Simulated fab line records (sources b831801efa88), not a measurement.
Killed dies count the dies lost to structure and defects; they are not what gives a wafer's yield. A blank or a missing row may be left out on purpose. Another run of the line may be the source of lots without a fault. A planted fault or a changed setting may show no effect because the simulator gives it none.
What tool caused it? ; flow sky130 ; 10 lots with 30 wafers sampled at 7 steps, on a route of 708 steps

## WHAT THE GAUGES READ, wafer by wafer
SKY_LDD_LDN_TW_MEAS_13. Usual: LDD_LDN_TW typically reads 1472, with standard deviation 7.9.
lot;measured;on;LDD_LDN_TW;flag
L579;day 23 12:58;film-metro-02;1489 1486 1482;
L580;day 23 20:23;film-metro-01;1464 1466 1468;
L582;day 24 12:26;film-metro-03;1464 1472 1467;
L591;day 28 15:20;film-metro-01;1468 1462 1471;
L592;day 28 20:34;film-metro-01;1461 1468 1465;
L593;day 29 07:07;film-metro-01;1470 1469 1487;
L595;day 29 12:37;film-metro-02;1484 1471 1477;
L598;day 30 01:26;film-metro-03;1478 1472 1471;
L599;day 30 13:40;film-metro-01;1467 1470 1468;
L600;day 30 20:30;film-metro-02;1478 1475 1479;

SKY_POLY_CUT_OVL_MEAS_09. Usual: POLY_CUT_OVL typically reads 0 nm, with standard deviation 5.1.
lot;measured;on;POLY_CUT_OVL (nm);flag
L579;day 24 20:25;overlay-02;2 1 6;
L580;day 25 02:58;overlay-02;7 2 -1;
L582;day 25 19:01;overlay-01;-11 -6 -10;
L591;day 30 00:00;overlay-01;-4 2 -1;
L592;day 30 03:12;overlay-02;-2 -3 5;
L593;day 30 12:30;overlay-02;5 6 11;
L595;day 30 18:16;overlay-01;-2 -2 0;
L598;day 31 08:10;overlay-01;8 5 -1;
L599;day 31 19:03;overlay-02;1 10 8;
L600;day 32 02:13;overlay-01;4 5 4;

SKY_SD_P_TW_MEAS_11. Usual: SD_P_TW typically reads 2829, with standard deviation 24.
lot;measured;on;SD_P_TW;flag
L579;day 26 02:32;film-metro-04;2848 2855 2842;
L580;day 26 07:48;film-metro-02;2677 2682 2678 2684 2677 2668;OFF
L582;day 27 00:34;film-metro-02;2667 2674 2678 2669 2670 2664;OFF
L591;day 31 04:15;film-metro-02;2842 2832 2858;
L592;day 31 07:12;film-metro-02;2833 2828 2846;
L593;day 31 16:48;film-metro-02;2842 2846 2840;
L595;day 31 22:38;film-metro-04;2863 2868 2873;
L598;day 32 12:04;film-metro-01;2807 2803 2806;
L599;day 32 22:51;film-metro-04;2858 2855 2845;
L600;day 33 05:55;film-metro-04;2854 2843 2853;

SKY_SD_N_RS_MEAS_17: measures by four-point-probe. Usual: SD_P_RS typically reads 147.1 ohm/sq, with standard deviation 0.39.
lot;measured;on;SD_P_RS (ohm/sq);flag
L579;day 28 12:57;film-metro-04;146.9 146.9 146.3;
L580;day 28 18:06;film-metro-02;150.9 151.0 150.9 150.8 151.1 151.0;OFF
L582;day 29 10:19;film-metro-04;151.4 151.7 151.2 151.9 151.9 151.6;OFF
L591;day 33 12:13;film-metro-01;147.1 147.4 146.8;
L592;day 33 14:21;film-metro-02;147.9 147.5 147.9;
L593;day 33 23:57;film-metro-02;147.3 147.3 147.4;
L595;day 34 05:33;film-metro-04;146.8 146.8 146.8;
L598;day 34 18:35;film-metro-02;147.0 146.7 147.2;
L599;day 35 04:52;film-metro-02;147.3 147.6 147.4;
L600;day 35 11:59;film-metro-02;147.4 147.7 147.7;

## WHAT TOOL EACH LOT RAN ON (gives the tool, then ch and the chambers of the sampled wafers, and finally the start)
lot;SKY_LDD_LDN_STRIP_12;SKY_SD_P_IMPLANT_09;SKY_SD_P_STRIP_10
L579;plasma-asher-03 ch 0,1, day 23 12:52;implanter-01 ch 0, day 26 02:17;plasma-asher-02 ch 0,1, day 26 02:26
L580;plasma-asher-04 ch 0,1, day 23 20:17;implanter-01 ch 0, day 26 07:33;plasma-asher-04 ch 0,1, day 26 07:42
L582;plasma-asher-01 ch 0,1, day 24 12:20;implanter-01 ch 0, day 27 00:20;plasma-asher-03 ch 0,1, day 27 00:27
L591;plasma-asher-04 ch 0,1, day 28 15:13;implanter-01 ch 0, day 31 04:01;plasma-asher-03 ch 0,1, day 31 04:08
L592;plasma-asher-04 ch 0,1, day 28 20:28;implanter-03 ch 0, day 31 06:57;plasma-asher-04 ch 0,1, day 31 07:06
L593;plasma-asher-04 ch 0,1, day 29 07:01;implanter-03 ch 0, day 31 16:33;plasma-asher-03 ch 0,1, day 31 16:42
L595;plasma-asher-01 ch 0,1, day 29 12:31;implanter-04 ch 0, day 31 22:23;plasma-asher-04 ch 0,1, day 31 22:32
L598;plasma-asher-01 ch 0,1, day 30 01:19;implanter-01 ch 0, day 32 11:50;plasma-asher-02 ch 0,1, day 32 11:58
L599;plasma-asher-01 ch 0,1, day 30 13:34;implanter-04 ch 0, day 32 22:36;plasma-asher-03 ch 0, day 32 22:45
L600;plasma-asher-01 ch 0,1, day 30 20:25;implanter-01 ch 0, day 33 05:42;plasma-asher-02 ch 0,1, day 33 05:50
- SKY_LDD_LDN_STRIP_12: strips in O2/N2.
- SKY_SD_P_IMPLANT_09
- SKY_SD_P_STRIP_10: strips in O2/N2.

## AS READ BY THE TOOLS THEMSELVES (means over the sampled wafers that have a number; for cases with no such wafer, the mark the record gives instead)
SKY_LDD_LDN_STRIP_12. Usual: drypump-motor-current-A 5.47 A, standard deviation 0.27; oes-product-au 0.716 a.u., standard deviation 0.0042; strip-time-to-endpoint-s 14.18 s, standard deviation 0.037.
lot;tool;drypump-motor-current-A (A);oes-product-au (a.u.);strip-time-to-endpoint-s (s);flag
L579;plasma-asher-03;5.98;0.713;14.16;
L580;plasma-asher-04;5.21;0.722;14.22;
L582;plasma-asher-01;5.45;0.719;14.20;
L591;plasma-asher-04;5.22;0.717;14.20;
L592;plasma-asher-04;5.22;0.719;14.14;
L593;plasma-asher-04;5.23;0.715;14.16;
L595;plasma-asher-01;5.46;0.721;14.18;
L598;plasma-asher-01;5.45;0.717;14.20;
L599;plasma-asher-01;5.46;0.711;14.18;
L600;plasma-asher-01;5.46;0.715;14.16;

SKY_SD_P_IMPLANT_09. Usual: beam-on-s 12.0 s, standard deviation 0.85; end-station-pressure-torr 1.57e-05 Torr, standard deviation 1.3e-06; faraday-current-uA 13696, standard deviation 950.
lot;tool;beam-on-s (s);end-station-pressure-torr (Torr);faraday-current-uA;flag
L579;implanter-01;11.1;1.71e-05;14646;
L580;implanter-01;8.4;1.69e-05;19183;OFF
L582;implanter-01;8.5;1.71e-05;19152;OFF
L591;implanter-01;11.2;1.69e-05;14438;
L592;implanter-03;13.1;1.44e-05;12458;
L593;implanter-03;13.3;1.40e-05;12299;
L595;implanter-04;12.5;1.52e-05;13104;
L598;implanter-01;11.3;1.70e-05;14375;
L599;implanter-04;12.6;1.57e-05;12892;
L600;implanter-01;11.0;1.75e-05;14768;

SKY_SD_P_STRIP_10. Usual: drypump-motor-current-A 5.4 A, standard deviation 0.34; oes-product-au 0.617 a.u., standard deviation 0.0042; strip-time-to-endpoint-s 17.49 s, standard deviation 0.042.
lot;tool;drypump-motor-current-A (A);oes-product-au (a.u.);strip-time-to-endpoint-s (s);flag
L579;plasma-asher-02;5.5;0.617;17.53;
L580;plasma-asher-04;5.1;0.629;17.02;OFF
L582;plasma-asher-03;6.0;0.629;16.99;OFF
L591;plasma-asher-03;6.0;0.619;17.53;
L592;plasma-asher-04;5.2;0.616;17.44;
L593;plasma-asher-03;5.9;0.616;17.47;
L595;plasma-asher-04;5.3;0.615;17.48;
L598;plasma-asher-02;5.6;0.621;17.52;
L599;plasma-asher-03;6.0;0.611;17.48;
L600;plasma-asher-02;5.5;0.614;17.47;

## THE ANSWER, worked out from the rows above alone
Rule: a lot counts as off when the mean over its wafers that have a number is more than 3 standard deviations away from the usual mean. Also off: a lot with no number at a reading for which 4 or more lots have one. All remaining lots with rows at the step are treated as sound. First the gauges in route order, then the tools' own readings, where a lot's mean is used as printed above. The first step at which some lot is off is used, and at that step the reading that is off furthest; a lot without a number counts as furthest.
Off: at SKY_SD_P_TW_MEAS_11 (SD_P_TW), L580, L582.
If a tool, at a process step before that reading, ran all the lots that are off and no sound lot after the first of them, it fits. The gauges at SKY_SD_P_TW_MEAS_11 aren't tried: what is off there is off at SKY_SD_P_IMPLANT_09 too, on other tools, and a gauge's error can't cause that. Of those tried, none fits.

## WHAT THE SIMULATOR PUT IN
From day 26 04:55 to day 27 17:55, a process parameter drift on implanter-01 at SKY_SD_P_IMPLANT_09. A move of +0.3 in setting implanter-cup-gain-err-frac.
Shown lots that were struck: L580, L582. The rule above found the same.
